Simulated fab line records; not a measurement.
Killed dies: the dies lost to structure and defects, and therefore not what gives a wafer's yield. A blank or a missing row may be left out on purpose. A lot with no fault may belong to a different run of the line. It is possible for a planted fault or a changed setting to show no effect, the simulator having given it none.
Chamber matching -- flow sky130 -- SKY_CONTACT_CMP_27 on cmp-02: 4 sister chambers
The step polishes, stops on SiO2, t overpolish 15 s, target thk 0 nm. 14 wafers are shown with their chamber, then 7 later ones without.

== EACH WAFER AND ITS CHAMBER ==
wafer,chamber,motor current A (A),time to endpoint s (s),overpolish run s (s)
L313.1,1,9.8,80,14.993
L313.3,2,14.3,73,15.014
L313.5,0,10.5,71,15.000
L314.1,1,9.5,83,15.012
L314.3,2,14.7,76,15.009
L314.6,1,9.8,80,15.000
L315.2,0,11.1,70,14.995
L315.3,1,9.7,79,14.993
L315.4,3,13.0,80,14.997
L319.1,2,14.2,74,14.997
L319.2,0,10.9,69,14.987
L319.4,3,12.7,78,14.993
L321.2,0,10.8,69,15.008
L321.3,3,13.0,79,15.009

SIGNATURES (averages over the wafers above)
reading,chamber 0,chamber 1,chamber 2,chamber 3,scatter within a chamber
motor current A,10.825,9.700,14.400,12.900,0.212
time to endpoint s,69.75,80.50,74.33,79.00,1.36
overpolish run s,14.99750,14.99950,15.00667,14.99967,0.00875
Rule: a wafer's distance from a chamber is the root of the sum, over the readings, of the square of ((its reading less the chamber's mean) divided by the reading's scatter). If the next closest chamber is less than 2 further off than the closest, the wafer can't be placed; otherwise it belongs to the closest. The scatter is the square root of a quotient: the sum, over the shown wafers, of each reading's squared deviation from its chamber's mean, divided by wafers minus chambers.

== WAFERS WITHOUT THEIR CHAMBER ==
wafer,motor current A (A),time to endpoint s (s),overpolish run s (s)
L321.5,10.7,71,15.008
L322.1,11.0,72,15.007
L322.3,13.0,81,14.991
L322.5,9.9,79,15.002
L324.2,11.1,73,15.011
L324.3,14.1,75,15.009
L324.4,9.8,88,14.992

== EACH ONE'S CHAMBER ==
wafer,from the rows above,in truth
L321.5,0,0
L322.1,0,0
L322.3,3,3
L322.5,1,1
L324.2,0,0
L324.3,2,2
L324.4,1,1
Placed correctly: 7 of 7. Left unplaced by these rows: 0. 0 placed wrongly.
